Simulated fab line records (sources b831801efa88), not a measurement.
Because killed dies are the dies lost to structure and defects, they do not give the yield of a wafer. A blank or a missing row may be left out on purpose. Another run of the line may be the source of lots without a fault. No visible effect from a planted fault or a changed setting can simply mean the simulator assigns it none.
fab line records    flow sfq_line
record: lots: 15  wafers: 43  last_day: 81
route steps=325 shown M0@39
lots that met no fault: from a run of the same line without faults
start_h: start of the lot's first displayed wafer, in hours after the record's first day    wait_h: hours elapsed since this lot's preceding step    " the same as in the row above    L1.1+2: a single row standing in for several wafers    - no value present, or no start provided    * or withheld: withheld    < > ~ a bound
route shown NAME@n: NAME is a module with steps in the file, n the number in the route of the first one    usual: mean/standard deviation of fault-free wafers    same: alike in all rows    chamber/n: place in a boat    sites: per-site readings    _std_site: the values' standard deviation    _edge_site: outer sites' mean less inner sites'    radius_mm: how far each site lies from the wafer's centre    mask NAME#n: copy n    behind: the tool/chamber that last shaped the wafer    hold: reason for holding the lot/hours on hold/outcome of the hold    device: whichever transistor did not switch (one of n, p or np)    end of line: the tests these same wafers got at the end of their route    for a step that has no rows: nothing shown but its recipe    killed: not the wafer's yield, but the dies lost to structure and defects at the first sort    map: per-die view of a wafer (x killed, . not killed, _ where there is no die)
set.NAME: the setting that was run; set.NAME@STEP: the one run at that earlier step    model.NAME: the simulator's own value behind a step, which no gauge read
a sample of lots followed through the steps of the route, with each step as a table and each wafer as a row
services: when a tool's chamber went out of use (start_h, in hours from the record's first day, below 0 if earlier), for how many hours, and the reason
== steps ==
step: SFQ_TRILAYER_M0_BARC_OPEN_METAL_ETCH_031
recipe: mask_material: PR  chemistry: O2  target_depth_nm: 125  target: BARC  icp_w: 600  bias_w: 80  pressure_mtorr: 10  time_s: 41.7
usual: drypump_motor_current_A: 5.9/0.31  oes_product_au: 0.685/0.0043  run_length_s: 70.1/0.3
lot.wafer  tool          chamber  start_h  wait_h  drypump_motor_current_A  oes_product_au  rf_hours_counter_h  run_length_s
L178.2     rie_metal-03  1        184.56   0.0     6.3                      0.681           9                   69.6
L178.4     "             0        "        "       5.5                      0.684           -                   70.1
L178.6     "             0        "        "       5.6                      0.678           -                   70.0
L179.3     rie_metal-03  1        186.98   0.0     6.3                      0.691           -                   69.6
L179.4     "             0        "        "       5.5                      0.684           -                   69.9
L179.5     "             0        "        "       5.6                      0.686           -                   70.4
L180.3     rie_metal-04  0        261.90   0.1     6.3                      0.685           -                   71.0
L180.4     "             0        "        "       6.3                      0.684           -                   70.2
L180.5     "             0        "        "       6.3                      0.688           -                   70.4
L181.1     rie_metal-01  0        277.46   0.0     5.8                      0.686           51                  69.9
L181.5     "             1        "        "       5.7                      0.689           -                   70.4
L181.6     "             0        "        "       5.8                      0.689           -                   69.5
L183.4     rie_metal-01  1        294.28   0.0     5.7                      0.683           -                   70.1
L183.5     "             1        "        "       5.7                      0.692           -                   70.3
L183.6     "             0        "        "       5.8                      0.683           -                   69.6
L184.3     rie_metal-03  1        295.48   0.0     6.3                      0.694           -                   70.1
L184.4     "             0        "        "       5.5                      0.687           -                   69.9
L184.5     "             1        "        "       6.4                      0.689           -                   69.7
L185.1     rie_metal-04  1        296.66   0.0     5.7                      0.679           46                  70.2
L185.3     "             0        "        "       6.3                      0.675           -                   70.8
L185.6     "             1        "        "       5.7                      0.675           -                   70.0
L187.1     rie_metal-04  0        299.06   0.0     6.3                      0.692           115                 70.5
L187.3     "             1        "        "       5.7                      0.688           -                   70.2
L187.5     "             0        "        "       6.3                      0.684           -                   70.3
L188.1     rie_metal-03  0        300.26   0.0     5.6                      0.682           66                  70.2
L188.3     "             0        "        "       5.5                      0.681           -                   70.1
L188.4     "             0        "        "       5.5                      0.693           -                   69.9
L190.2     rie_metal-04  1        303.86   0.0     5.7                      0.683           47                  70.1
L190.3     "             1        "        "       5.7                      0.677           -                   70.1
L190.6     "             0        "        "       6.3                      0.688           -                   70.2
L192.1     rie_metal-03  0        306.33   0.0     5.5                      0.686           68                  70.2
L192.2     "             0        "        "       5.5                      0.680           -                   70.1
L192.6     "             0        "        "       5.5                      0.691           -                   69.9
L194.2     rie_metal-03  0        308.66   0.0     5.6                      0.689           69                  69.9
L194.5     "             1        "        "       6.3                      0.689           -                   69.9
L194.6     "             0        "        "       5.6                      0.688           -                   70.3
L196.1     rie_metal-01  1        311.27   0.0     5.7                      0.569           92                  96.7
L196.5     "             1        "        "       5.7                      0.677           -                   70.2
L199.1     rie_metal-01  0        318.02   0.0     5.8                      0.569           59                  96.3
L199.2     "             1        "        "       5.7                      0.561           93                  96.3
L201.2     rie_metal-01  1        332.42   0.0     5.8                      0.573           96                  96.7
L201.4     "             0        "        "       5.8                      0.686           -                   69.7
L201.5     "             0        "        "       5.8                      0.688           -                   70.0
== services ==
tool          chamber  start_h  hours  kind
rie_metal-04  1        246.56   21.5   repair
rie_metal-03  1        270.88   12.7   repair
== key ==
first_sign: step: SFQ_TRILAYER_M0_BARC_OPEN_METAL_ETCH_031  reading: run_length_s  direction: up  sigmas: 87  usual: *  struck: *
effect: step: SFQ_TRILAYER_M0_BARC_OPEN_METAL_ETCH_031  reading: oes_product_au  direction: down  sigmas: 27  usual: 0.685  struck: 0.568
met_at SFQ_TRILAYER_M0_BARC_OPEN_METAL_ETCH_031
struck_lots L196,L199,L201
struck_wafers L196.1,L199.1,L199.2,L201.2
onset_between 294.28 311.27
fault: kind: process_parameter_drift  tool: rie_metal-01  chamber: -  onset_h: 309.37  steps: SFQ_TRILAYER_M0_BARC_OPEN_METAL_ETCH_031  channel: time_s  offset: *  shape: step  end_h: 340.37  scope: struck_wafers_only  acts_in: *  stated: *
